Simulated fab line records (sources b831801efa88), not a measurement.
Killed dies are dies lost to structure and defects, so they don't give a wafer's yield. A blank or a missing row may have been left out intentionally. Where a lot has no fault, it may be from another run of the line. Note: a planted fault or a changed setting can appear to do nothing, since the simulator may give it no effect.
Which tool did it? :: flow gf180mcu :: Sampling: 12 lots, 36 wafers, 5 of 602 route steps

WHAT THE GAUGES SHOWED, per wafer
GF_SALICIDE_RS_MEAS_04: measures by four-point-probe.
lot: L486
measured: day 15 00:22
on: filmMetro-01
SALICIDE_TIN_RS (ohm/sq): 15.99 15.95 16.39

lot: L487
measured: day 15 12:44
on: filmMetro-04
SALICIDE_TIN_RS (ohm/sq): 16.54 16.52 16.46

lot: L489
measured: day 16 05:20
on: filmMetro-01
SALICIDE_TIN_RS (ohm/sq): 15.92 16.16 16.17

lot: L496
measured: day 18 19:26
on: filmMetro-01
SALICIDE_TIN_RS (ohm/sq): 16.14 16.33 15.99

lot: L497
measured: day 19 04:02
on: filmMetro-01
SALICIDE_TIN_RS (ohm/sq): 15.98 15.73 16.11

lot: L498
measured: day 19 12:51
on: filmMetro-02
SALICIDE_TIN_RS (ohm/sq): 16.00 15.83 15.99

lot: L500
measured: day 20 03:06
on: filmMetro-02
SALICIDE_TIN_RS (ohm/sq): 16.37 16.68 16.43

lot: L501
measured: day 20 12:44
on: filmMetro-01
SALICIDE_TIN_RS (ohm/sq): 16.16 16.12 15.96

lot: L502
measured: day 20 20:35
on: filmMetro-01
SALICIDE_TIN_RS (ohm/sq): 16.12 16.11 16.01

lot: L503
measured: day 21 08:20
on: filmMetro-01
SALICIDE_TIN_RS (ohm/sq): 15.88 16.01 15.99

lot: L505
measured: day 21 23:44
on: filmMetro-01
SALICIDE_TIN_RS (ohm/sq): 15.84 15.92 16.02

lot: L509
measured: day 23 04:29
on: filmMetro-01
SALICIDE_TIN_RS (ohm/sq): 16.04 16.11 16.55

EACH LOT AND THE TOOL THAT RAN IT (in order: tool; ch and the chambers of the sampled wafers; start)
lot: L486
GF_POLY_GATE_ETCH_13: rieSi-02 ch 1,3, day 9 02:42
GF_POLY_GATE_STRIP_14: plasmaAsher-04 ch 0,1, day 9 02:46
GF_SAB_ETCH_11: rieDiel-03 ch 0,2,3, day 14 23:50
GF_SALICIDE_SPUTTER_02: pvdSputter-02, day 15 00:19

lot: L487
GF_POLY_GATE_ETCH_13: rieSi-01 ch 0,1,2, day 9 11:57
GF_POLY_GATE_STRIP_14: plasmaAsher-03 ch 0,1, day 9 12:01
GF_SAB_ETCH_11: rieDiel-04 ch 0,1,2, day 15 12:20
GF_SALICIDE_SPUTTER_02: pvdSputter-04, day 15 12:41

lot: L489
GF_POLY_GATE_ETCH_13: rieSi-02 ch 0,2, day 10 03:17
GF_POLY_GATE_STRIP_14: plasmaAsher-04 ch 0,1, day 10 03:21
GF_SAB_ETCH_11: rieDiel-04 ch 2,3, day 16 04:56
GF_SALICIDE_SPUTTER_02: pvdSputter-01, day 16 05:17

lot: L496
GF_POLY_GATE_ETCH_13: rieSi-01 ch 0,1,2, day 12 05:14
GF_POLY_GATE_STRIP_14: plasmaAsher-01 ch 0,1, day 12 05:20
GF_SAB_ETCH_11: rieDiel-01 ch 0,1, day 18 19:00
GF_SALICIDE_SPUTTER_02: pvdSputter-01, day 18 19:20

lot: L497
GF_POLY_GATE_ETCH_13: rieSi-01 ch 0,1,3, day 12 11:05
GF_POLY_GATE_STRIP_14: plasmaAsher-03 ch 0,1, day 12 11:09
GF_SAB_ETCH_11: rieDiel-04 ch 1,2,3, day 19 03:39
GF_SALICIDE_SPUTTER_02: pvdSputter-01, day 19 03:59

lot: L498
GF_POLY_GATE_ETCH_13: rieSi-01 ch 0,1,2, day 12 19:20
GF_POLY_GATE_STRIP_14: plasmaAsher-01 ch 0,1, day 12 19:24
GF_SAB_ETCH_11: rieDiel-03 ch 0,1,2, day 19 12:26
GF_SALICIDE_SPUTTER_02: pvdSputter-01, day 19 12:47

lot: L500
GF_POLY_GATE_ETCH_13: rieSi-02 ch 1,2, day 13 07:12
GF_POLY_GATE_STRIP_14: plasmaAsher-04 ch 0,1, day 13 07:16
GF_SAB_ETCH_11: rieDiel-01 ch 0,2,3, day 20 02:41
GF_SALICIDE_SPUTTER_02: pvdSputter-01, day 20 03:02

lot: L501
GF_POLY_GATE_ETCH_13: rieSi-02 ch 0,1,2, day 13 14:35
GF_POLY_GATE_STRIP_14: plasmaAsher-03 ch 0,1, day 13 14:39
GF_SAB_ETCH_11: rieDiel-03 ch 0,1, day 20 12:20
GF_SALICIDE_SPUTTER_02: pvdSputter-01, day 20 12:41

lot: L502
GF_POLY_GATE_ETCH_13: rieSi-02 ch 0,1,2, day 13 19:44
GF_POLY_GATE_STRIP_14: plasmaAsher-03 ch 0,1, day 13 19:48
GF_SAB_ETCH_11: rieDiel-03 ch 0,2,3, day 20 20:11
GF_SALICIDE_SPUTTER_02: pvdSputter-02, day 20 20:32

lot: L503
GF_POLY_GATE_ETCH_13: rieSi-02 ch 0,1,3, day 14 09:20
GF_POLY_GATE_STRIP_14: plasmaAsher-01 ch 0,1, day 14 09:24
GF_SAB_ETCH_11: rieDiel-03 ch 0,2,3, day 21 07:56
GF_SALICIDE_SPUTTER_02: pvdSputter-02, day 21 08:17

lot: L505
GF_POLY_GATE_ETCH_13: rieSi-02 ch 0,1,3, day 14 21:11
GF_POLY_GATE_STRIP_14: plasmaAsher-03 ch 0,1, day 14 21:14
GF_SAB_ETCH_11: rieDiel-04 ch 0,2,3, day 21 23:17
GF_SALICIDE_SPUTTER_02: pvdSputter-02, day 21 23:38

lot: L509
GF_POLY_GATE_ETCH_13: rieSi-01 ch 0,2,3, day 15 22:51
GF_POLY_GATE_STRIP_14: plasmaAsher-01 ch 0,1, day 15 22:54
GF_SAB_ETCH_11: rieDiel-01 ch 1,2,3, day 23 04:05
GF_SALICIDE_SPUTTER_02: pvdSputter-01, day 23 04:25
- GF_POLY_GATE_ETCH_13: etches poly-Si in HBr/Cl2, stops on SiO2, target depth 198.5 nm, time 69.6 s.
- GF_POLY_GATE_STRIP_14: strips in O2/N2.
- GF_SAB_ETCH_11: etches SiO2 in C4F8/O2/Ar, target depth 55 nm, time 8.5 s.
- GF_SALICIDE_SPUTTER_02: material Co, target thk 10 nm, time 20 s.

AS READ BY THE TOOLS THEMSELVES (means over the sampled wafers that have a number; for cases with no such wafer, the mark the record gives instead)
GF_POLY_GATE_ETCH_13.
lot: L486
tool: rieSi-02
drypumpMotorCurrentA (A): 5.2
oesProductAu (a.u.): 0.999
throttleValvePct (%): 33.682

lot: L487
tool: rieSi-01
drypumpMotorCurrentA (A): 5.4
oesProductAu (a.u.): 0.983
throttleValvePct (%): 33.686

lot: L489
tool: rieSi-02
drypumpMotorCurrentA (A): 5.3
oesProductAu (a.u.): 0.995
throttleValvePct (%): 33.676

lot: L496
tool: rieSi-01
drypumpMotorCurrentA (A): 5.3
oesProductAu (a.u.): 0.814
throttleValvePct (%): 33.688

lot: L497
tool: rieSi-01
drypumpMotorCurrentA (A): 5.3
oesProductAu (a.u.): 0.818
throttleValvePct (%): 33.696

lot: L498
tool: rieSi-01
drypumpMotorCurrentA (A): 5.3
oesProductAu (a.u.): 0.807
throttleValvePct (%): 33.694

lot: L500
tool: rieSi-02
drypumpMotorCurrentA (A): 5.2
oesProductAu (a.u.): 0.983
throttleValvePct (%): 33.684

lot: L501
tool: rieSi-02
drypumpMotorCurrentA (A): 5.2
oesProductAu (a.u.): 0.987
throttleValvePct (%): 33.694

lot: L502
tool: rieSi-02
drypumpMotorCurrentA (A): 5.2
oesProductAu (a.u.): 0.994
throttleValvePct (%): 33.684

lot: L503
tool: rieSi-02
drypumpMotorCurrentA (A): 5.3
oesProductAu (a.u.): 0.989
throttleValvePct (%): 33.675

lot: L505
tool: rieSi-02
drypumpMotorCurrentA (A): 5.3
oesProductAu (a.u.): 0.991
throttleValvePct (%): 33.686

lot: L509
tool: rieSi-01
drypumpMotorCurrentA (A): 5.4
oesProductAu (a.u.): 0.982
throttleValvePct (%): 33.680

GF_POLY_GATE_STRIP_14.
lot: L486
tool: plasmaAsher-04
drypumpMotorCurrentA (A): 5.8
heaterPowerW (W): 332
oesProductAu (a.u.): 0.506

lot: L487
tool: plasmaAsher-03
drypumpMotorCurrentA (A): 5.3
heaterPowerW (W): 322
oesProductAu (a.u.): 0.504

lot: L489
tool: plasmaAsher-04
drypumpMotorCurrentA (A): 5.8
heaterPowerW (W): 334
oesProductAu (a.u.): 0.505

lot: L496
tool: plasmaAsher-01
drypumpMotorCurrentA (A): 6.3
heaterPowerW (W): 319
oesProductAu (a.u.): 0.491

lot: L497
tool: plasmaAsher-03
drypumpMotorCurrentA (A): 5.3
heaterPowerW (W): 317
oesProductAu (a.u.): 0.482

lot: L498
tool: plasmaAsher-01
drypumpMotorCurrentA (A): 6.2
heaterPowerW (W): 323
oesProductAu (a.u.): 0.493

lot: L500
tool: plasmaAsher-04
drypumpMotorCurrentA (A): 5.9
heaterPowerW (W): 331
oesProductAu (a.u.): 0.506

lot: L501
tool: plasmaAsher-03
drypumpMotorCurrentA (A): 5.3
heaterPowerW (W): 326
oesProductAu (a.u.): 0.508

lot: L502
tool: plasmaAsher-03
drypumpMotorCurrentA (A): 5.1
heaterPowerW (W): 315
oesProductAu (a.u.): 0.505

lot: L503
tool: plasmaAsher-01
drypumpMotorCurrentA (A): 5.7
heaterPowerW (W): 319
oesProductAu (a.u.): 0.502

lot: L505
tool: plasmaAsher-03
drypumpMotorCurrentA (A): 5.3
heaterPowerW (W): 323
oesProductAu (a.u.): 0.506

lot: L509
tool: plasmaAsher-01
drypumpMotorCurrentA (A): 6.3
heaterPowerW (W): 323
oesProductAu (a.u.): 0.511

GF_SAB_ETCH_11.
lot: L486
tool: rieDiel-03
oesProductAu (a.u.): 0.998

lot: L487
tool: rieDiel-04
oesProductAu (a.u.): 0.994

lot: L489
tool: rieDiel-04
oesProductAu (a.u.): 0.997

lot: L496
tool: rieDiel-01
oesProductAu (a.u.): 0.995

lot: L497
tool: rieDiel-04
oesProductAu (a.u.): 0.990

lot: L498
tool: rieDiel-03
oesProductAu (a.u.): 1.000

lot: L500
tool: rieDiel-01
oesProductAu (a.u.): 0.991

lot: L501
tool: rieDiel-03
oesProductAu (a.u.): 1.004

lot: L502
tool: rieDiel-03
oesProductAu (a.u.): 0.998

lot: L503
tool: rieDiel-03
oesProductAu (a.u.): 0.995

lot: L505
tool: rieDiel-04
oesProductAu (a.u.): 1.004

lot: L509
tool: rieDiel-01
oesProductAu (a.u.): 0.996

GF_SALICIDE_SPUTTER_02.
lot: L486
tool: pvdSputter-02
cathodeDcPowerW (W): 999.89
throttleValvePct (%): 30.5

lot: L487
tool: pvdSputter-04
cathodeDcPowerW (W): 999.95
throttleValvePct (%): 30.1

lot: L489
tool: pvdSputter-01
cathodeDcPowerW (W): 1000.17
throttleValvePct (%): 29.4

lot: L496
tool: pvdSputter-01
cathodeDcPowerW (W): 999.88
throttleValvePct (%): 30.4

lot: L497
tool: pvdSputter-01
cathodeDcPowerW (W): 999.99
throttleValvePct (%): 29.7

lot: L498
tool: pvdSputter-01
cathodeDcPowerW (W): 999.85
throttleValvePct (%): 30.4

lot: L500
tool: pvdSputter-01
cathodeDcPowerW (W): 999.98
throttleValvePct (%): 29.7

lot: L501
tool: pvdSputter-01
cathodeDcPowerW (W): 1000.20
throttleValvePct (%): 30.6

lot: L502
tool: pvdSputter-02
cathodeDcPowerW (W): 1000.17
throttleValvePct (%): 30.3

lot: L503
tool: pvdSputter-02
cathodeDcPowerW (W): 1000.01
throttleValvePct (%): 30.2

lot: L505
tool: pvdSputter-02
cathodeDcPowerW (W): 999.92
throttleValvePct (%): 30.0

lot: L509
tool: pvdSputter-01
cathodeDcPowerW (W): 1000.02
throttleValvePct (%): 29.7

THE ANSWER, worked out from the rows above alone
Rule: the usual values come from the lots themselves. Put in order of their means at a reading, lots are off if they are a third of the lots or fewer, leave a main group of 4 or more, and stand apart from it by a gap of 3 or more times the standard deviation of the main group's means; of several such gaps the widest counts. If all means in a main group match to the digits the tables above print for the reading, that group is not used. Also off: a lot with no number at a reading for which 4 or more lots have one. The other lots that the step has rows for count as sound. First the gauges in route order, then the tools' own readings, where a lot's mean is used as printed above. The first step at which some lot is off is used, and at that step the reading that is off furthest; a lot without a number counts as furthest.
Off: L496, L497, L498, at GF_POLY_GATE_ETCH_13 (oesProductAu). The main group: mean 0.989 a.u., standard deviation 0.0057.
A tool fits if, at that step or a process step before it, it ran every lot that is off, and no sound lot after the first of them. Of those tried, none fits.

WHAT THE SIMULATOR PUT IN
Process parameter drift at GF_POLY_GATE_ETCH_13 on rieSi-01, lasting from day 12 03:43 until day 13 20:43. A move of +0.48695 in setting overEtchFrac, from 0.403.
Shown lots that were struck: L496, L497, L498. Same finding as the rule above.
